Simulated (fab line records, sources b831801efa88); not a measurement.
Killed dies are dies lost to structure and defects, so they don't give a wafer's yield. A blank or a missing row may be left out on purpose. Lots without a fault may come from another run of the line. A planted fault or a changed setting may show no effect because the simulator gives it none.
Which tool did it? | flow sky130 | 24 lots, 72 wafers sampled, at 6 steps of a route of 708

WHAT THE GAUGES READ, wafer by wafer
SKY_VIA1_OVL_MEAS_13.
lot  | measured     | on         | VIA1_OVL (nm)
L074 | day 34 06:47 | overlay-02 | -4 3 8
L075 | day 34 08:05 | overlay-02 | 4 -1 0
L076 | day 34 10:50 | overlay-01 | -1 9 0
L077 | day 34 22:32 | overlay-02 | 1 1 -2
L078 | day 35 06:23 | overlay-01 | 3 1 -5
L079 | day 35 12:55 | overlay-01 | -3 -5 -6
L080 | day 35 18:15 | overlay-02 | -3 3 5
L081 | day 36 05:02 | overlay-02 | 2 2 -9
L082 | day 36 12:53 | overlay-02 | 6 4 2
L083 | day 37 03:31 | overlay-02 | -3 1 5
L084 | day 37 03:32 | overlay-01 | 8 3 3
L085 | day 37 13:53 | overlay-02 | 4 1 5
L086 | day 37 19:20 | overlay-01 | 3 4 5
L087 | day 39 03:02 | overlay-02 | 7 3 7
L088 | day 39 03:59 | overlay-01 | 1 -1 2
L089 | day 39 04:20 | overlay-02 | -3 2 5
L090 | day 39 04:41 | overlay-01 | -6 0 -4
L091 | day 39 05:02 | overlay-01 | -1 -2 -10
L092 | day 39 07:47 | overlay-02 | 2 -1 12
L093 | day 39 11:02 | overlay-01 | 3 1 2
L094 | day 39 20:12 | overlay-01 | -8 3 -8
L095 | day 40 08:32 | overlay-02 | 7 5 7
L096 | day 40 19:08 | overlay-02 | -8 -8 -12
L097 | day 40 19:41 | overlay-01 | -4 0 -1

SKY_PASSIVATION_THK_MEAS_03.
lot  | measured     | on            | PASSIVATION_CVD_02_THK (nm)
L074 | day 44 03:37 | film_metro-04 | 537 546 543
L075 | day 44 07:16 | film_metro-01 | 536 537 542
L076 | day 44 09:20 | film_metro-03 | 537 530 543
L077 | day 44 18:28 | film_metro-01 | 539 540 548
L078 | day 45 00:12 | film_metro-03 | 542 558 544
L079 | day 45 07:51 | film_metro-03 | 545 553 544
L080 | day 45 10:37 | film_metro-04 | 534 541 545
L081 | day 45 18:22 | film_metro-04 | 534 544 550
L082 | day 46 00:40 | film_metro-03 | 537 547 534
L083 | day 46 12:20 | film_metro-01 | 541 535 535
L084 | day 46 13:40 | film_metro-01 | 544 542 549
L085 | day 46 21:12 | film_metro-04 | 540 548 546
L086 | day 46 23:31 | film_metro-01 | 540 545 550
L087 | day 48 01:21 | film_metro-01 | 539 544 548
L088 | day 48 03:04 | film_metro-03 | 544 535 550
L089 | day 48 04:02 | film_metro-04 | 537 529 539
L090 | day 48 05:13 | film_metro-01 | 530 540 541
L091 | day 48 05:27 | film_metro-03 | 535 534 542
L092 | day 48 07:10 | film_metro-03 | 540 544 555
L093 | day 48 09:41 | film_metro-03 | 541 548 538
L094 | day 48 15:23 | film_metro-04 | 536 540 547
L095 | day 49 02:58 | film_metro-03 | 542 536 551
L096 | day 49 10:19 | film_metro-04 | 543 541 539
L097 | day 49 10:12 | film_metro-01 | 539 541 543

WHICH TOOL RAN EACH LOT (tool, then ch and the chambers of the sampled wafers, then the start)
lot  | SKY_METAL1_METAL_ETCH_19          | SKY_VIA2_ETCH_15                   | SKY_VIA2_CVD_21               | SKY_METAL3_STRIP_19
L074 | rie_metal-03 ch 1, day 33 02:46   | rie_diel-02 ch 0,1,3, day 36 13:40 | cvd_w-02 ch 0, day 36 14:23   | plasma_asher-02 ch 1, day 38 20:14
L075 | rie_metal-02 ch 0,1, day 33 04:19 | rie_diel-03 ch 1,2,3, day 36 16:28 | cvd_w-01 ch 0,1, day 36 17:11 | plasma_asher-01 ch 0,1, day 38 22:52
L076 | rie_metal-02 ch 0,1, day 33 07:43 | rie_diel-03 ch 0,2,3, day 36 18:49 | cvd_w-02 ch 0,1, day 36 19:32 | plasma_asher-03 ch 0,1, day 39 01:37
L077 | rie_metal-01 ch 0,1, day 33 19:19 | rie_diel-03 ch 0,2, day 37 06:29   | cvd_w-01 ch 1, day 37 07:13   | plasma_asher-02 ch 1, day 39 11:17
L078 | rie_metal-02 ch 0,1, day 34 01:49 | rie_diel-02 ch 0,1,3, day 37 14:05 | cvd_w-01 ch 0,1, day 37 14:48 | plasma_asher-02 ch 0,1, day 39 18:38
L079 | rie_metal-02 ch 0,1, day 34 09:18 | rie_diel-02 ch 0,1, day 37 20:41   | cvd_w-01 ch 0,1, day 37 21:27 | plasma_asher-01 ch 0,1, day 40 01:51
L080 | rie_metal-02 ch 0,1, day 34 15:01 | rie_diel-02 ch 0,1,3, day 38 01:53 | cvd_w-02 ch 0,1, day 38 02:35 | plasma_asher-03 ch 0,1, day 40 05:53
L081 | rie_metal-01 ch 1, day 35 01:11   | rie_diel-03 ch 0,3, day 38 12:28   | cvd_w-02 ch 0,1, day 38 13:13 | plasma_asher-01 ch 0,1, day 40 15:47
L082 | rie_metal-01 ch 1, day 35 09:24   | rie_diel-01 ch 0,2, day 38 19:40   | cvd_w-01 ch 0,1, day 38 20:25 | plasma_asher-03 ch 0,1, day 40 23:23
L083 | rie_metal-01 ch 0,1, day 35 23:17 | rie_diel-02 ch 2,3, day 39 08:32   | cvd_w-01 ch 0,1, day 39 09:17 | plasma_asher-03 ch 0,1, day 41 11:57
L084 | rie_metal-02 ch 0,1, day 35 23:46 | rie_diel-01 ch 0,1,2, day 39 08:37 | cvd_w-02 ch 0,1, day 39 09:20 | plasma_asher-01 ch 0,1, day 41 12:11
L085 | rie_metal-01 ch 0, day 36 10:29   | rie_diel-02 ch 0,2,3, day 39 19:37 | cvd_w-02 ch 0,1, day 39 20:20 | plasma_asher-03 ch 0,1, day 41 22:40
L086 | rie_metal-02 ch 0,1, day 36 16:10 | rie_diel-02 ch 0,3, day 40 00:16   | cvd_w-02 ch 0,1, day 40 00:59 | plasma_asher-01 ch 0,1, day 42 02:04
L087 | rie_metal-02 ch 0,1, day 38 00:22 | rie_diel-02 ch 2,3, day 41 07:19   | cvd_w-01 ch 0,1, day 41 08:02 | plasma_asher-01 ch 0,1, day 43 08:44
L088 | rie_metal-01 ch 0,1, day 38 01:37 | rie_diel-03 ch 0,2,3, day 41 08:23 | cvd_w-01 ch 0,1, day 41 09:06 | plasma_asher-02 ch 0,1, day 43 10:41
L089 | rie_metal-03 ch 0,1, day 38 01:43 | rie_diel-02 ch 0,3, day 41 08:44   | cvd_w-02 ch 0,1, day 41 09:32 | plasma_asher-03 ch 0,1, day 43 11:07
L090 | rie_metal-02 ch 0,1, day 38 02:34 | rie_diel-01 ch 0,1,2, day 41 09:04 | cvd_w-01 ch 0,1, day 41 09:46 | plasma_asher-02 ch 0, day 43 11:20
L091 | rie_metal-01 ch 1, day 38 03:16   | rie_diel-03 ch 1,3, day 41 09:25   | cvd_w-02 ch 0,1, day 41 10:11 | plasma_asher-01 ch 0,1, day 43 11:41
L092 | rie_metal-02 ch 0,1, day 38 05:28 | rie_diel-03 ch 0,2,3, day 41 12:16 | cvd_w-01 ch 0,1, day 41 13:04 | plasma_asher-02 ch 0,1, day 43 13:16
L093 | rie_metal-03 ch 0,1, day 38 08:37 | rie_diel-02 ch 0,2,3, day 41 14:55 | cvd_w-02 ch 0,1, day 41 15:38 | plasma_asher-03 ch 0,1, day 43 16:35
L094 | rie_metal-01 ch 0,1, day 38 18:25 | rie_diel-02 ch 1,2,3, day 41 23:59 | cvd_w-02 ch 0,1, day 42 00:45 | plasma_asher-02 ch 0, day 44 01:20
L095 | rie_metal-03 ch 0,1, day 39 06:07 | rie_diel-01 ch 0,2, day 42 12:46   | cvd_w-02 ch 0,1, day 42 13:29 | plasma_asher-02 ch 0,1, day 44 13:52
L096 | rie_metal-02 ch 0,1, day 39 17:16 | rie_diel-01 ch 0,2, day 42 20:55   | cvd_w-01 ch 0, day 42 21:37   | plasma_asher-03 ch 0,1, day 44 21:59
L097 | rie_metal-01 ch 0,1, day 39 18:13 | rie_diel-03 ch 0,1,2, day 42 22:52 | cvd_w-01 ch 1, day 42 23:35   | plasma_asher-02 ch 1, day 44 22:40
- SKY_METAL1_METAL_ETCH_19: etches the open film in Cl2/BCl3, stops on SiO2, target depth 360 nm, time 78 s.
- SKY_VIA2_ETCH_15: etches SiO2 in C4F8/O2/Ar, stops on TiN, target depth 546 nm, time 84 s.
- SKY_VIA2_CVD_21: deposits W, target thk 420 nm, time 126.4 s.
- SKY_METAL3_STRIP_19: strips in O2/N2.

WHAT THE TOOLS THEMSELVES READ (means of the sampled wafers that have a number; where no wafer has one, the mark that the record gives instead)
SKY_METAL1_METAL_ETCH_19.
lot  | tool         | drypump_motor_current_A (A) | oes_product_au (a.u.) | throttle_valve_pct (%)
L074 | rie_metal-03 | 5.4                         | 0.859                 | 22.260
L075 | rie_metal-02 | 5.7                         | 0.857                 | 22.272
L076 | rie_metal-02 | 6.0                         | 0.859                 | 22.266
L077 | rie_metal-01 | 6.3                         | 0.859                 | 22.262
L078 | rie_metal-02 | 5.7                         | 0.854                 | 22.261
L079 | rie_metal-02 | 5.7                         | 0.859                 | 22.264
L080 | rie_metal-02 | 6.0                         | 0.857                 | 22.259
L081 | rie_metal-01 | 6.2                         | 0.857                 | 22.271
L082 | rie_metal-01 | 6.2                         | 0.855                 | 22.268
L083 | rie_metal-01 | 6.3                         | 0.860                 | 22.270
L084 | rie_metal-02 | 5.7                         | 0.859                 | 22.268
L085 | rie_metal-01 | 6.4                         | 0.852                 | 22.276
L086 | rie_metal-02 | 5.7                         | 0.858                 | 22.258
L087 | rie_metal-02 | 5.7                         | 0.852                 | 22.270
L088 | rie_metal-01 | 6.3                         | 0.860                 | 22.264
L089 | rie_metal-03 | 5.5                         | 0.855                 | 22.256
L090 | rie_metal-02 | 6.0                         | 0.861                 | 22.272
L091 | rie_metal-01 | 6.2                         | 0.857                 | 22.263
L092 | rie_metal-02 | 5.8                         | 0.855                 | 22.270
L093 | rie_metal-03 | 5.5                         | 0.860                 | 22.269
L094 | rie_metal-01 | 6.3                         | 0.859                 | 22.258
L095 | rie_metal-03 | 5.5                         | 0.859                 | 22.261
L096 | rie_metal-02 | 5.7                         | 0.850                 | 22.260
L097 | rie_metal-01 | 6.3                         | 0.859                 | 22.270

SKY_VIA2_ETCH_15.
lot  | tool        | oes_product_au (a.u.)
L074 | rie_diel-02 | 0.939
L075 | rie_diel-03 | 0.937
L076 | rie_diel-03 | 0.939
L077 | rie_diel-03 | 0.943
L078 | rie_diel-02 | 0.941
L079 | rie_diel-02 | 0.936
L080 | rie_diel-02 | 0.939
L081 | rie_diel-03 | 0.937
L082 | rie_diel-01 | 0.943
L083 | rie_diel-02 | 0.940
L084 | rie_diel-01 | 0.938
L085 | rie_diel-02 | 0.939
L086 | rie_diel-02 | 0.936
L087 | rie_diel-02 | 0.942
L088 | rie_diel-03 | 0.944
L089 | rie_diel-02 | 0.937
L090 | rie_diel-01 | 0.939
L091 | rie_diel-03 | 0.936
L092 | rie_diel-03 | 0.942
L093 | rie_diel-02 | 0.943
L094 | rie_diel-02 | 0.940
L095 | rie_diel-01 | 0.940
L096 | rie_diel-01 | 0.942
L097 | rie_diel-03 | 0.943

SKY_VIA2_CVD_21.
lot  | tool     | heater_power_w (W)
L074 | cvd_w-02 | 885
L075 | cvd_w-01 | 813
L076 | cvd_w-02 | 808
L077 | cvd_w-01 | 829
L078 | cvd_w-01 | 811
L079 | cvd_w-01 | 798
L080 | cvd_w-02 | 826
L081 | cvd_w-02 | 841
L082 | cvd_w-01 | 817
L083 | cvd_w-01 | 830
L084 | cvd_w-02 | 814
L085 | cvd_w-02 | 810
L086 | cvd_w-02 | 851
L087 | cvd_w-01 | 808
L088 | cvd_w-01 | 809
L089 | cvd_w-02 | 811
L090 | cvd_w-01 | 825
L091 | cvd_w-02 | 821
L092 | cvd_w-01 | 828
L093 | cvd_w-02 | 860
L094 | cvd_w-02 | 867
L095 | cvd_w-02 | 811
L096 | cvd_w-01 | 788
L097 | cvd_w-01 | 845

SKY_METAL3_STRIP_19.
lot  | tool            | drypump_motor_current_A (A) | oes_product_au (a.u.) | strip_time_to_endpoint_s (s)
L074 | plasma_asher-02 | 6.5                         | 0.502                 | 6.52
L075 | plasma_asher-01 | 5.8                         | 0.503                 | 6.52
L076 | plasma_asher-03 | 5.6                         | 0.502                 | 6.57
L077 | plasma_asher-02 | 6.4                         | 0.506                 | 6.58
L078 | plasma_asher-02 | 5.5                         | 0.505                 | 6.59
L079 | plasma_asher-01 | 5.8                         | 0.506                 | 6.57
L080 | plasma_asher-03 | 5.6                         | 0.507                 | 6.70
L081 | plasma_asher-01 | 5.8                         | 0.509                 | 6.64
L082 | plasma_asher-03 | 5.6                         | 0.513                 | 6.68
L083 | plasma_asher-03 | 5.9                         | 0.504                 | 6.58
L084 | plasma_asher-01 | 5.8                         | 0.503                 | 6.56
L085 | plasma_asher-03 | 5.9                         | 0.500                 | 6.48
L086 | plasma_asher-01 | 5.8                         | 0.505                 | 6.60
L087 | plasma_asher-01 | 5.5                         | 0.508                 | 6.61
L088 | plasma_asher-02 | 5.5                         | 0.501                 | 6.61
L089 | plasma_asher-03 | 5.9                         | 0.506                 | 6.56
L090 | plasma_asher-02 | 5.1                         | 0.491                 | 6.44
L091 | plasma_asher-01 | 5.8                         | 0.503                 | 6.62
L092 | plasma_asher-02 | 5.5                         | 0.501                 | 6.52
L093 | plasma_asher-03 | 5.9                         | 0.500                 | 6.54
L094 | plasma_asher-02 | 5.1                         | 0.500                 | 6.57
L095 | plasma_asher-02 | 6.0                         | 0.510                 | 6.72
L096 | plasma_asher-03 | 5.6                         | 0.505                 | 6.61
L097 | plasma_asher-02 | 6.4                         | 0.503                 | 6.55

THE ANSWER, worked out from the rows above alone
Rule: what is usual is taken from the lots themselves. Put in order of their means at a reading, lots are off if they are a third of the lots or fewer, leave a main group of 4 or more, and stand apart from it by a gap of 3 or more times the standard deviation of the main group's means; of several such gaps the widest counts. A main group whose means are all the same, to the digits that the tables above print for the reading, isn't used. A lot without any number at a reading at which 4 lots or more have one is off too. The other lots that the step has rows for count as sound. The gauges are gone through in route order, then the tools' own readings, and for those a lot's mean is taken as printed above. The first step at which some lot is off is used, and at that step the reading that is off furthest; a lot without a number counts as furthest.
No lot is off at any reading shown: from this, nothing can be told.

WHAT THE SIMULATOR HAD PUT IN
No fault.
